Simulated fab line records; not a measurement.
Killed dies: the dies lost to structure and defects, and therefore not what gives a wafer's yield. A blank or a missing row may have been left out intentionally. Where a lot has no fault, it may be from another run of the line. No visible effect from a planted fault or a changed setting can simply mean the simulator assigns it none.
The same fault as seen by 2 desks | flow gf180mcu | only its own numbers are on each desk; what lay behind them is given at the end

FOR THE TOOL OWNER'S DESK: implanter-03
GF_VT_IMPLANT_IMPLANT_41, tool's own readings: per-lot mean of the sampled wafers with a number, covering each lot this tool ran. If a lot's mean is further than 4 standard deviations from the usual mean, the lot is out of limits and carries the mark OUT (the distance appears in the brackets).
Columns: A = beamEnergyKeV at GF_VT_IMPLANT_IMPLANT_41, usual 70.002; B = endStationPressureTorr at GF_VT_IMPLANT_IMPLANT_41, usual 5.02e-06 Torr
lot  | first seen here | A                        | B
L279 | day 7 10:55     | 69.990                   | 5.17e-06
L280 | day 7 17:29     | 70.018                   | 4.99e-06
L284 | day 9 01:19     | 69.987                   | 4.82e-06
L286 | day 9 16:40     | 70.024                   | 5.02e-06
L290 | day 10 14:05    | 70.024                   | 5.21e-06
L293 | day 11 13:53    | 89.647 (+99 or more) OUT | 4.87e-06
L294 | day 11 17:26    | 89.649 (+99 or more) OUT | 5.09e-06
Finding of this desk: L293, L294 out of limits; the first was L293 at day 11 13:53, on beamEnergyKeV at GF_VT_IMPLANT_IMPLANT_41. L279, L280, L284, L286, L290: within limits.

METROLOGY DESK
Means of the sampled wafers that have a number, per lot and without regard to the tool the lot ran on: this is what the gauges read. If a lot's mean is further than 4 standard deviations from the usual mean, the lot is out of limits and carries the mark OUT (the distance appears in the brackets).
Columns: A = VT_IMPLANT_4_TW at GF_VT_IMPLANT_TW_MEAS_43, usual 693; B = cdNm at GF_HV_LDD_CD_MEAS_19, usual 400.0 nm; C = HV_LDD_CVD_54_THK at GF_HV_LDD_THK_MEAS_55, usual 10.02 nm
lot  | first seen here | A             | B     | C
L279 | day 7 11:08     | 699           | 400.0 | 10.32
L280 | day 7 17:43     | 699           | 398.6 | 9.79
L281 | day 8 12:20     | 691           | 402.1 | 10.28
L284 | day 9 01:33     | 693           | 397.0 | 10.03
L285 | day 9 06:59     | 697           | 401.9 | 9.82
L286 | day 9 16:55     | 695           | 395.6 | 10.13
L287 | day 10 00:04    | 690           | 400.7 | 10.07
L290 | day 10 14:20    | 693           | 398.5 | 10.12
L292 | day 11 04:37    | 690           | 404.7 | 9.93
L293 | day 11 14:08    | 743 (+12) OUT | 399.4 | 10.03
L294 | day 11 17:41    | 746 (+13) OUT | 401.7 | 10.05
L300 | day 13 10:58    | 693           | 398.4 | 10.10
L301 | day 13 15:26    | 694           | 399.1 | 9.88
This desk finds L293, L294 out of limits, with the earliest case on L293 at day 11 14:08 (VT_IMPLANT_4_TW at GF_VT_IMPLANT_TW_MEAS_43). L279, L280, L281, L284, L285, L286, L287, L290, L292, L300, L301: within limits.

BROUGHT TOGETHER
The tool owner's desk could have raised an alarm at day 11 13:53, on L293, L294.
At day 11 14:08 the metrology desk could have sounded an alarm, on L293, L294.
The lots listed all ran GF_VT_IMPLANT_IMPLANT_41 on implanter-03.

WHAT WAS PUT IN BY THE SIMULATOR
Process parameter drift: implanter-03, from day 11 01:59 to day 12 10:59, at GF_VT_IMPLANT_IMPLANT_41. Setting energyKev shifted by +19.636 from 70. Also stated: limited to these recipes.
Lots struck among those shown: L293, L294.
Counting hours from when the fault started, the first reading out of limits came at 12 for the tool owner's desk and at 12 for the metrology desk.
